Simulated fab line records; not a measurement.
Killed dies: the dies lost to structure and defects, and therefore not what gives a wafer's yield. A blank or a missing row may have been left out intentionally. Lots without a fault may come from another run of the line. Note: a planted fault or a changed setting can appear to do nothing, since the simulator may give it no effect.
Comparing a struck lot with a sound one	flow gf180mcu	43 out of 602 route steps
Sound: these wafers, L977.1, L977.4, L977.6. Struck: wafers L965.1, L965.5, L965.6. Last of all comes the cause.
For every step that has rows: the tool of each side, followed by ch and its chambers, followed by its first start. Under that, the readings that differ: sound wafers	struck wafers	difference of the means	sigmas: that difference in standard deviations of wafers without a fault.
alike: words and numbers the same on both sides, and readings whose means are apart by under 2 such deviations; not compared: readings that were withheld, readings missing a value for some wafer, numbers with overlapping values and no deviation given by the record, and bounds like >300 which may hide the same value.
Wherever a step has rows on one side only, a row that says differs or no value, or a row with sigmas, the two part there. Numbers that don't overlap but have no deviation are shown without sigmas and don't part them. Lack of a reading on every wafer of one side parts them only where that side has two or more wafers.

first, 1 step without rows for these wafers: GF_HV_LDD_IMPLANT_09.
GF_HV_LDD_STRIP_10: strips in O2/N2.
  sound on plasma asher-01 ch 0,1, day 16 00:30; struck on plasma asher-03 ch 0,1, day 12 03:05
reading	sound	struck	difference	sigmas
heater power w (W)	397 335 388	326 323 308	-54	-2
strip time to endpoint s (s)	12.64 12.70 12.68	12.58 12.56 12.59	-0.10	-2
  alike: drypump motor current A, oes product au, platen temp c
  not compared: rf hours counter h
GF_HV_LDD_TW_MEAS_11:
  sound on film metro-01, day 16 00:36; struck on film metro-01, day 12 03:11
  alike: HV_LDD_TW
then, 7 steps without rows for these wafers: GF_HV_LDD_DEHYDRATE_12 (time 60 s); GF_HV_LDD_HMDS_13 (prime time 60 s); GF_HV_LDD_COAT_14 (resist thk 1000 nm); GF_HV_LDD_SOFTBAKE_15 (time 60 s); GF_HV_LDD_EXPOSE_16 (exposes mask Pplus LV AREA, target cd 400 nm); GF_HV_LDD_PEB_17; GF_HV_LDD_DEVELOP_18 (develop time 60 s).
GF_HV_LDD_CD_MEAS_19: the cd target is 400 nm.
  sound on cd sem-02, day 16 23:31; struck on cd sem-02, day 12 22:20
  alike: cd nm
GF_HV_LDD_OVL_MEAS_20:
  sound on overlay-01, day 16 23:38; struck on overlay-01, day 12 22:28
  alike: HV_LDD_01_OVL
GF_HV_LDD_IMPLANT_21:
  sound on implanter-04 ch 0, day 16 23:41; struck on implanter-01 ch 0, day 12 22:30
GF_HV_LDD_STRIP_22: strips in O2/N2.
  sound on plasma asher-04 ch 0,1, day 16 23:50; struck on plasma asher-03 ch 0,1, day 12 22:39
  alike: drypump motor current A, heater power w, oes product au, platen temp c, strip time to endpoint s
  not compared: rf hours counter h
GF_HV_LDD_TW_MEAS_23:
  sound on film metro-02, day 16 23:56; struck on film metro-04, day 12 22:45
  alike: HV_LDD_2_TW
then, 7 steps without rows for these wafers: GF_HV_LDD_DEHYDRATE_24 (time 60 s); GF_HV_LDD_HMDS_25 (prime time 60 s); GF_HV_LDD_COAT_26 (resist thk 1000 nm); GF_HV_LDD_SOFTBAKE_27 (time 60 s); GF_HV_LDD_EXPOSE_28 (exposes mask Nplus HV AREA, target cd 400 nm); GF_HV_LDD_PEB_29; GF_HV_LDD_DEVELOP_30 (develop time 60 s).
GF_HV_LDD_CD_MEAS_31: the cd target is 400 nm.
  sound on cd sem-02, day 17 22:47; struck on cd sem-02, day 13 18:32
  alike: cd nm
GF_HV_LDD_OVL_MEAS_32:
  sound on overlay-01, day 17 22:54; struck on overlay-01, day 13 18:40
  alike: HV_LDD_02_OVL
then, 4 steps without rows for these wafers: GF_HV_LDD_IMPLANT_33; GF_HV_LDD_IMPLANT_34; GF_HV_LDD_IMPLANT_35; GF_HV_LDD_IMPLANT_36.
GF_HV_LDD_STRIP_37: strips in O2/N2.
  sound on plasma asher-01 ch 1, day 17 23:32; struck on plasma asher-01 ch 0,1, day 13 19:18
  alike: drypump motor current A, heater power w, oes product au, platen temp c, strip time to endpoint s
  not compared: rf hours counter h
GF_HV_LDD_TW_MEAS_38:
  sound on film metro-02, day 17 23:38; struck on film metro-02, day 13 19:24
  alike: HV_LDD_3_TW
then, 7 steps without rows for these wafers: GF_HV_LDD_DEHYDRATE_39 (time 60 s); GF_HV_LDD_HMDS_40 (prime time 60 s); GF_HV_LDD_COAT_41 (resist thk 1000 nm); GF_HV_LDD_SOFTBAKE_42 (time 60 s); GF_HV_LDD_EXPOSE_43 (exposes mask Pplus HV AREA, target cd 400 nm); GF_HV_LDD_PEB_44; GF_HV_LDD_DEVELOP_45 (develop time 60 s).
GF_HV_LDD_CD_MEAS_46: the cd target is 400 nm.
  sound on cd sem-01, day 18 23:10; struck on cd sem-01, day 14 15:32
  alike: cd nm
GF_HV_LDD_OVL_MEAS_47:
  sound on overlay-02, day 18 23:17; struck on overlay-02, day 14 15:39
  alike: HV_LDD_03_OVL
next, for these wafers, 1 step has no rows: GF_HV_LDD_IMPLANT_48.
GF_HV_LDD_STRIP_49: strips in O2/N2.
  sound on plasma asher-04 ch 0,1, day 18 23:29; struck on plasma asher-01 ch 0,1, day 14 15:50
reading	sound	struck	difference	sigmas
heater power w (W)	314 332 319	388 381 337	+47	+2
  alike: drypump motor current A, oes product au, platen temp c, strip time to endpoint s
  not compared: rf hours counter h
GF_HV_LDD_TW_MEAS_50:
  sound on film metro-01, day 18 23:35; struck on film metro-02, day 14 15:56
  alike: HV_LDD_4_TW
-- record jumps: 17 days separate the struck wafers' starts on either side; left off in module HV_LDD, taken up again in module PASSIVATION, whose first shown step is the route's number 602 --
GF_PASSIVATION_PROBE_99:
  record: rows for the struck wafers here (prober-02, day 31 05:22), none for the sound ones

== WHERE THEY PART ==
At GF_HV_LDD_STRIP_10 first; at GF_PASSIVATION_PROBE_99 last (within this record only).

WHY: what the simulator had put in
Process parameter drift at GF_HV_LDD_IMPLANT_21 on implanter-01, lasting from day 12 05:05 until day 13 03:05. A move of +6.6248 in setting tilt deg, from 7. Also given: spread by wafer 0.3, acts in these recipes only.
